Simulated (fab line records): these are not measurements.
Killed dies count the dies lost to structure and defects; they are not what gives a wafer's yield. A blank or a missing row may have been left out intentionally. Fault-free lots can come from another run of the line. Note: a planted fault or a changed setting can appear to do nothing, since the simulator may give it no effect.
Comparing a struck lot with a sound one / flow gf180mcu / 16 steps out of a route of 602
Sound: wafers L171.1, L171.2, L171.6. Wafers struck: L187.1, L187.2, L187.6. Last of all comes the cause.
Each step with rows lists, per side, the tool, then ch with its chambers, then its first start. Under that, the readings that differ: sound wafers / struck wafers / difference of the means / sigmas: that difference in standard deviations of wafers without a fault.
alike: readings whose means differ by less than 2 such deviations, and words and numbers that are the same on both sides. not compared: withheld readings, readings that some wafer has no value for, bounds like >300 that may hide the same value, and numbers for which the record gives no deviation and whose values overlap.
A row with sigmas, a row that says differs or no value, or rows on one side alone: a step with any of these is where the two part. Non-overlapping numbers with no deviation appear without sigmas and do not part them. Lack of a reading on every wafer of one side parts them only where that side has two or more wafers.

first, 1 step without rows for these wafers: GF_TOP_METAL_CLEAN_19 (cleans in DIW).
GF_PASSIVATION_CVD_00: deposits SiO2 from TEOS, target thk 1000 nm, time 111.95 s.
  sound on pecvd-03 ch 0,1,2, day 29 17:13; struck on pecvd-01 ch 1,2, day 33 17:35
  alike: heater_power_w
  not compared: since_wet_clean_h
GF_PASSIVATION_THK_MEAS_01:
  sound on film_metro-02 at day 29 17:18; struck on film_metro-03 at day 33 17:40
  alike: PASSIVATION_CVD_00_THK
GF_PASSIVATION_CVD_02: deposits Si3N4, target thk 700 nm, time 486.18 s.
  sound on pecvd-01 ch 0,1,2, day 29 17:22; struck on pecvd-03 ch 0,1,2, day 33 17:43
  alike: heater_power_w
  not compared: since_wet_clean_h
GF_PASSIVATION_THK_MEAS_03:
  sound on film_metro-03 at day 29 17:39; struck on film_metro-04 at day 33 18:00
  alike: PASSIVATION_CVD_02_THK
then, 7 steps without rows for these wafers: GF_PASSIVATION_DEHYDRATE_04 (time 60 s); GF_PASSIVATION_HMDS_05 (prime time 60 s); GF_PASSIVATION_COAT_06 (resist thk 4000 nm); GF_PASSIVATION_SOFTBAKE_07; GF_PASSIVATION_EXPOSE_08 (exposes mask Pad, target cd 40000 nm); GF_PASSIVATION_PEB_09; GF_PASSIVATION_DEVELOP_10 (develop time 60 s).
GF_PASSIVATION_ETCH_11: etches the open film in CF4/O2, stops on TiN, target depth 2040 nm, time 453.3 s.
  sound on rie_diel-03 ch 0,1,2, day 30 12:11; struck on rie_diel-01 ch 1,2, day 34 08:50
reading=oes_product_au (a.u.); sound=0.978 1.002 0.995; struck=0.909 0.912 0.910; difference=-0.081; sigmas=-13
reading=rf_fwd_power_W (W); sound=795.0 798.3 801.3; struck=670.5 673.2 672.7; difference=-126.1; sigmas=-50
reading=model.coat_of_PASSIVATION_COAT_06.thk_nm (nm); sound=2658 2617 2623; struck=2835 2842 2836; difference=+205; sigmas=
  alike: bias_w, drypump_motor_current_A, throttle_valve_pct
  not compared: rf_hours_counter_h
GF_PASSIVATION_STRIP_12: strips in O2/N2.
  sound on plasma_asher-02 ch 0,1, day 30 12:27; struck on plasma_asher-03 ch 0,1, day 34 09:06
reading=strip_time_to_endpoint_s (s); sound=32.26 31.82 31.87; struck=34.26 34.32 34.29; difference=+2.31; sigmas=+9
  alike: drypump_motor_current_A, heater_power_w, n2_flow_sccm, oes_product_au
  not compared: rf_hours_counter_h
then, 1 step without rows for these wafers: GF_PASSIVATION_ANNEAL_13 (time 1800 s).
GF_PASSIVATION_PROBE_99:
  sound on prober-01 at day 30 14:10; struck on prober-02 at day 34 10:49
  no value came back on the struck wafers for model.etest.tester.sort_n_pass, model.etest.tester.sort_yield_pct (%), model.etest.tester.sort_bin_5_pct (%); on the sound wafers model.etest.tester.sort_n_pass reads 442 450 440

== WHERE THEY PART ==
Last at GF_PASSIVATION_PROBE_99 as far as this record goes, first at GF_PASSIVATION_ETCH_11.

WHY: the cause the simulator had injected
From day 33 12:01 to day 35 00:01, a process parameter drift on rie_diel-01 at GF_PASSIVATION_ETCH_11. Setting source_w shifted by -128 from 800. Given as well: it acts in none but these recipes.
